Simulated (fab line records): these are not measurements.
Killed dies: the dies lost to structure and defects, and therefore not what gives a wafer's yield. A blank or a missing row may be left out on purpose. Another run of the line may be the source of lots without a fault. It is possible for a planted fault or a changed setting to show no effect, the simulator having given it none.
Which of the tools did it? :: flow gf180mcu :: 39 wafers from 13 lots sampled at 5 of the route's 602 steps

## WHAT EACH GAUGE READ, for each wafer
Not one reading of a measure or inspect step in the record can be checked against a usual standard deviation.

## WHICH TOOL RAN EACH LOT (tool, then ch and the chambers of the sampled wafers, then the start)
lot: L703
GF_DUAL_GATE_SOFTBAKE_07: litho_track-03 ch 0, day 7 21:53
GF_DUAL_GATE_STRIP_13: plasma_asher-01 ch 0,1, day 8 05:53
GF_CONTACT_ETCH_17: rie_diel-01 ch 0,2,3, day 16 01:46 or earlier
GF_M1_SPUTTER_04: pvd_sputter-04, day 16 01:46
GF_V1_SPUTTER_22: pvd_sputter-02, day 18 01:16

lot: L704
GF_DUAL_GATE_SOFTBAKE_07: litho_track-04 ch 0, day 8 10:13
GF_DUAL_GATE_STRIP_13: plasma_asher-03 ch 0,1, day 8 18:52
GF_CONTACT_ETCH_17: rie_diel-02 ch 1,2,3, day 16 21:44 or earlier
GF_M1_SPUTTER_04: pvd_sputter-04, day 16 21:44
GF_V1_SPUTTER_22: pvd_sputter-03, day 18 23:35

lot: L707
GF_DUAL_GATE_SOFTBAKE_07: litho_track-03 ch 0, day 9 08:47
GF_DUAL_GATE_STRIP_13: plasma_asher-02 ch 0,1, day 9 16:51
GF_CONTACT_ETCH_17: rie_diel-02 ch 0,2,3, day 18 01:24 or earlier
GF_M1_SPUTTER_04: pvd_sputter-04, day 18 01:24
GF_V1_SPUTTER_22: pvd_sputter-01, day 20 03:58

lot: L709
GF_DUAL_GATE_SOFTBAKE_07: litho_track-04 ch 0, day 9 23:43
GF_DUAL_GATE_STRIP_13: plasma_asher-02 ch 0,1, day 10 09:11
GF_CONTACT_ETCH_17: rie_diel-01 ch 0,1, day 18 16:20 or earlier
GF_M1_SPUTTER_04: pvd_sputter-04, day 18 16:20
GF_V1_SPUTTER_22: pvd_sputter-03, day 20 19:13

lot: L711
GF_DUAL_GATE_SOFTBAKE_07: litho_track-03 ch 0, day 10 02:56
GF_DUAL_GATE_STRIP_13: plasma_asher-03 ch 0,1, day 10 12:30
GF_CONTACT_ETCH_17: rie_diel-04 ch 1,2,3, day 19 01:21 or earlier
GF_M1_SPUTTER_04: pvd_sputter-04, day 19 01:21
GF_V1_SPUTTER_22: pvd_sputter-03, day 21 04:35

lot: L712
GF_DUAL_GATE_SOFTBAKE_07: litho_track-03 ch 0, day 10 17:17
GF_DUAL_GATE_STRIP_13: plasma_asher-01 ch 0,1, day 11 02:58
GF_CONTACT_ETCH_17: rie_diel-01 ch 1,2,3, day 19 21:57 or earlier
GF_M1_SPUTTER_04: pvd_sputter-02, day 19 21:57
GF_V1_SPUTTER_22: pvd_sputter-02, day 22 00:10

lot: L713
GF_DUAL_GATE_SOFTBAKE_07: litho_track-04 ch 0, day 10 18:25
GF_DUAL_GATE_STRIP_13: plasma_asher-01 ch 0,1, day 11 03:58
GF_CONTACT_ETCH_17: rie_diel-02 ch 0,1,3, day 19 22:19 or earlier
GF_M1_SPUTTER_04: pvd_sputter-04, day 19 22:19
GF_V1_SPUTTER_22: pvd_sputter-03, day 22 00:32

lot: L714
GF_DUAL_GATE_SOFTBAKE_07: litho_track-04 ch 0, day 11 06:19
GF_DUAL_GATE_STRIP_13: plasma_asher-01 ch 0,1, day 11 15:51
GF_CONTACT_ETCH_17: rie_diel-02 ch 0,1, day 20 10:54 or earlier
GF_M1_SPUTTER_04: pvd_sputter-02, day 20 10:54
GF_V1_SPUTTER_22: pvd_sputter-03, day 22 12:05

lot: L716
GF_DUAL_GATE_SOFTBAKE_07: litho_track-01 ch 0, day 11 16:50
GF_DUAL_GATE_STRIP_13: plasma_asher-01 ch 0,1, day 12 02:43
GF_CONTACT_ETCH_17: rie_diel-04 ch 0,1,2, day 21 02:05 or earlier
GF_M1_SPUTTER_04: pvd_sputter-02, day 21 02:05
GF_V1_SPUTTER_22: pvd_sputter-01, day 23 03:32

lot: L717
GF_DUAL_GATE_SOFTBAKE_07: litho_track-01 ch 0, day 12 05:09
GF_DUAL_GATE_STRIP_13: plasma_asher-01 ch 0,1, day 12 14:30
GF_CONTACT_ETCH_17: rie_diel-04 ch 0,1, day 21 14:21 or earlier
GF_M1_SPUTTER_04: pvd_sputter-01, day 21 14:21
GF_V1_SPUTTER_22: pvd_sputter-03, day 23 14:58

lot: L724
GF_DUAL_GATE_SOFTBAKE_07: litho_track-03 ch 0, day 14 02:14
GF_DUAL_GATE_STRIP_13: plasma_asher-03 ch 1, day 14 12:54
GF_CONTACT_ETCH_17: rie_diel-02 ch 1,2,3, day 23 18:08 or earlier
GF_M1_SPUTTER_04: pvd_sputter-01, day 23 18:08
GF_V1_SPUTTER_22: pvd_sputter-02, day 25 17:16

lot: L725
GF_DUAL_GATE_SOFTBAKE_07: litho_track-03 ch 0, day 14 11:08
GF_DUAL_GATE_STRIP_13: plasma_asher-03 ch 0, day 14 22:25
GF_CONTACT_ETCH_17: rie_diel-02 ch 1,3, day 24 04:02 or earlier
GF_M1_SPUTTER_04: pvd_sputter-02, day 24 04:02
GF_V1_SPUTTER_22: pvd_sputter-01, day 26 01:20

lot: L726
GF_DUAL_GATE_SOFTBAKE_07: litho_track-04 ch 0, day 14 16:02
GF_DUAL_GATE_STRIP_13: plasma_asher-02 ch 0,1, day 15 02:00
GF_CONTACT_ETCH_17: rie_diel-01 ch 0,2, day 24 08:24 or earlier
GF_M1_SPUTTER_04: pvd_sputter-04, day 24 08:24
GF_V1_SPUTTER_22: pvd_sputter-03, day 26 05:26
- GF_DUAL_GATE_SOFTBAKE_07: time 60 s.
- GF_DUAL_GATE_STRIP_13: strips in O2/N2.
- GF_CONTACT_ETCH_17: etches SiO2 in C4F8/O2/Ar, stops on CoSi2, target depth 860 nm.
- GF_M1_SPUTTER_04: material TiN, target thk 50 nm, time 41.7 s.
- GF_V1_SPUTTER_22: material TiN, target thk 10 nm, time 40 s.

## WHAT THE TOOLS THEMSELVES READ (means of the sampled wafers that have a number; where no wafer has one, the mark that the record gives instead)
GF_DUAL_GATE_SOFTBAKE_07.
lot: L703
tool: litho_track-03
plate_temp_C (C): 90.01
run_length_s (s): 89.04

lot: L704
tool: litho_track-04
plate_temp_C (C): 90.13
run_length_s (s): 89.21

lot: L707
tool: litho_track-03
plate_temp_C (C): 89.91
run_length_s (s): 88.95

lot: L709
tool: litho_track-04
plate_temp_C (C): 89.96
run_length_s (s): 89.10

lot: L711
tool: litho_track-03
plate_temp_C (C): 90.01
run_length_s (s): 89.00

lot: L712
tool: litho_track-03
plate_temp_C (C): 89.93
run_length_s (s): 89.00

lot: L713
tool: litho_track-04
plate_temp_C (C): 90.00
run_length_s (s): 89.18

lot: L714
tool: litho_track-04
plate_temp_C (C): 89.99
run_length_s (s): 89.18

lot: L716
tool: litho_track-01
plate_temp_C (C): 89.93
run_length_s (s): 89.19

lot: L717
tool: litho_track-01
plate_temp_C (C): 89.98
run_length_s (s): 89.11

lot: L724
tool: litho_track-03
plate_temp_C (C): 90.00
run_length_s (s): 126.64

lot: L725
tool: litho_track-03
plate_temp_C (C): 89.90
run_length_s (s): 126.67

lot: L726
tool: litho_track-04
plate_temp_C (C): 90.18
run_length_s (s): 89.20

GF_DUAL_GATE_STRIP_13.
lot: L703
tool: plasma_asher-01
drypump_motor_current_A (A): 5.8
heater_power_w (W): 311
oes_product_au (a.u.): 0.715
strip_time_to_endpoint_s (s): 12.60

lot: L704
tool: plasma_asher-03
drypump_motor_current_A (A): 5.7
heater_power_w (W): 333
oes_product_au (a.u.): 0.713
strip_time_to_endpoint_s (s): 12.63

lot: L707
tool: plasma_asher-02
drypump_motor_current_A (A): 6.6
heater_power_w (W): 358
oes_product_au (a.u.): 0.716
strip_time_to_endpoint_s (s): 12.59

lot: L709
tool: plasma_asher-02
drypump_motor_current_A (A): 6.6
heater_power_w (W): 352
oes_product_au (a.u.): 0.719
strip_time_to_endpoint_s (s): 12.61

lot: L711
tool: plasma_asher-03
drypump_motor_current_A (A): 5.8
heater_power_w (W): 331
oes_product_au (a.u.): 0.714
strip_time_to_endpoint_s (s): 12.65

lot: L712
tool: plasma_asher-01
drypump_motor_current_A (A): 5.8
heater_power_w (W): 313
oes_product_au (a.u.): 0.716
strip_time_to_endpoint_s (s): 12.68

lot: L713
tool: plasma_asher-01
drypump_motor_current_A (A): 5.8
heater_power_w (W): 315
oes_product_au (a.u.): 0.716
strip_time_to_endpoint_s (s): 12.66

lot: L714
tool: plasma_asher-01
drypump_motor_current_A (A): 5.8
heater_power_w (W): 307
oes_product_au (a.u.): 0.713
strip_time_to_endpoint_s (s): 12.63

lot: L716
tool: plasma_asher-01
drypump_motor_current_A (A): 5.9
heater_power_w (W): 309
oes_product_au (a.u.): 0.716
strip_time_to_endpoint_s (s): 12.64

lot: L717
tool: plasma_asher-01
drypump_motor_current_A (A): 5.8
heater_power_w (W): 317
oes_product_au (a.u.): 0.714
strip_time_to_endpoint_s (s): 12.67

lot: L724
tool: plasma_asher-03
drypump_motor_current_A (A): 5.7
heater_power_w (W): 272
oes_product_au (a.u.): 0.712
strip_time_to_endpoint_s (s): 12.48

lot: L725
tool: plasma_asher-03
drypump_motor_current_A (A): 5.8
heater_power_w (W): 369
oes_product_au (a.u.): 0.716
strip_time_to_endpoint_s (s): 12.54

lot: L726
tool: plasma_asher-02
drypump_motor_current_A (A): 6.7
heater_power_w (W): 353
oes_product_au (a.u.): 0.715
strip_time_to_endpoint_s (s): 12.56

GF_CONTACT_ETCH_17.
lot: L703
tool: rie_diel-01
oes_product_au (a.u.): 0.821

lot: L704
tool: rie_diel-02
oes_product_au (a.u.): 0.816

lot: L707
tool: rie_diel-02
oes_product_au (a.u.): 0.814

lot: L709
tool: rie_diel-01
oes_product_au (a.u.): 0.817

lot: L711
tool: rie_diel-04
oes_product_au (a.u.): 0.817

lot: L712
tool: rie_diel-01
oes_product_au (a.u.): 0.811

lot: L713
tool: rie_diel-02
oes_product_au (a.u.): 0.815

lot: L714
tool: rie_diel-02
oes_product_au (a.u.): 0.812

lot: L716
tool: rie_diel-04
oes_product_au (a.u.): 0.818

lot: L717
tool: rie_diel-04
oes_product_au (a.u.): 0.811

lot: L724
tool: rie_diel-02
oes_product_au (a.u.): 0.817

lot: L725
tool: rie_diel-02
oes_product_au (a.u.): 0.815

lot: L726
tool: rie_diel-01
oes_product_au (a.u.): 0.815

GF_M1_SPUTTER_04.
lot: L703
tool: pvd_sputter-04
throttle_valve_pct (%): 30.0

lot: L704
tool: pvd_sputter-04
throttle_valve_pct (%): 30.5

lot: L707
tool: pvd_sputter-04
throttle_valve_pct (%): 30.0

lot: L709
tool: pvd_sputter-04
throttle_valve_pct (%): 30.5

lot: L711
tool: pvd_sputter-04
throttle_valve_pct (%): 30.4

lot: L712
tool: pvd_sputter-02
throttle_valve_pct (%): 29.2

lot: L713
tool: pvd_sputter-04
throttle_valve_pct (%): 30.1

lot: L714
tool: pvd_sputter-02
throttle_valve_pct (%): 29.3

lot: L716
tool: pvd_sputter-02
throttle_valve_pct (%): 29.3

lot: L717
tool: pvd_sputter-01
throttle_valve_pct (%): 29.5

lot: L724
tool: pvd_sputter-01
throttle_valve_pct (%): 28.9

lot: L725
tool: pvd_sputter-02
throttle_valve_pct (%): 29.1

lot: L726
tool: pvd_sputter-04
throttle_valve_pct (%): 30.2

GF_V1_SPUTTER_22.
lot: L703
tool: pvd_sputter-02
throttle_valve_pct (%): 29.1

lot: L704
tool: pvd_sputter-03
throttle_valve_pct (%): 30.4

lot: L707
tool: pvd_sputter-01
throttle_valve_pct (%): 29.3

lot: L709
tool: pvd_sputter-03
throttle_valve_pct (%): 30.2

lot: L711
tool: pvd_sputter-03
throttle_valve_pct (%): 29.7

lot: L712
tool: pvd_sputter-02
throttle_valve_pct (%): 29.3

lot: L713
tool: pvd_sputter-03
throttle_valve_pct (%): 30.4

lot: L714
tool: pvd_sputter-03
throttle_valve_pct (%): 29.7

lot: L716
tool: pvd_sputter-01
throttle_valve_pct (%): 29.1

lot: L717
tool: pvd_sputter-03
throttle_valve_pct (%): 30.4

lot: L724
tool: pvd_sputter-02
throttle_valve_pct (%): 28.6

lot: L725
tool: pvd_sputter-01
throttle_valve_pct (%): 29.5

lot: L726
tool: pvd_sputter-03
throttle_valve_pct (%): 30.3

## THE ANSWER, worked out from the rows above alone
Rule: the usual values come from the lots themselves. The widest of any qualifying gaps counts: lots, ordered by their means at a reading, are off when they make up no more than a third of the lots, leave a main group of 4 or more, and stand apart from it by 3 or more times the standard deviation of that group's means. Not used: any main group whose means are identical at the precision the tables above print for the reading. Also off: a lot with no number at a reading for which 4 or more lots have one. The other lots that the step has rows for count as sound. First the gauges in route order, then the tools' own readings, where a lot's mean is used as printed above. The first step at which some lot is off is used, and at that step the reading that is off furthest; a lot without a number counts as furthest.
Off: L724, L725, at GF_DUAL_GATE_SOFTBAKE_07 (run_length_s). Main group: mean 89.11 s, sd 0.09.
If a tool, at that step or one of the process steps before it, ran each lot that is off and ran no sound lot following the first of them, it fits. One fits: GF_DUAL_GATE_SOFTBAKE_07 on litho_track-03. Its last sound lot is L712 (day 10 17:17), its first lot that is off L724 (day 14 02:14): a fault that began between those two fits.
The tool's own readings at GF_DUAL_GATE_SOFTBAKE_07 bear it out: on the lots that are off they differ by more than 5 times the standard deviation of the sound lots' means. run_length_s reads 126.66 s there against 89.11 s on the sound lots.

## WHAT THE SIMULATOR HAD INSERTED
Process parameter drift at GF_DUAL_GATE_SOFTBAKE_07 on litho_track-03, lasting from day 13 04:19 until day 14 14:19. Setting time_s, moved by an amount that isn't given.
Struck lots among those shown: L724, L725. The rule given above showed the same thing.
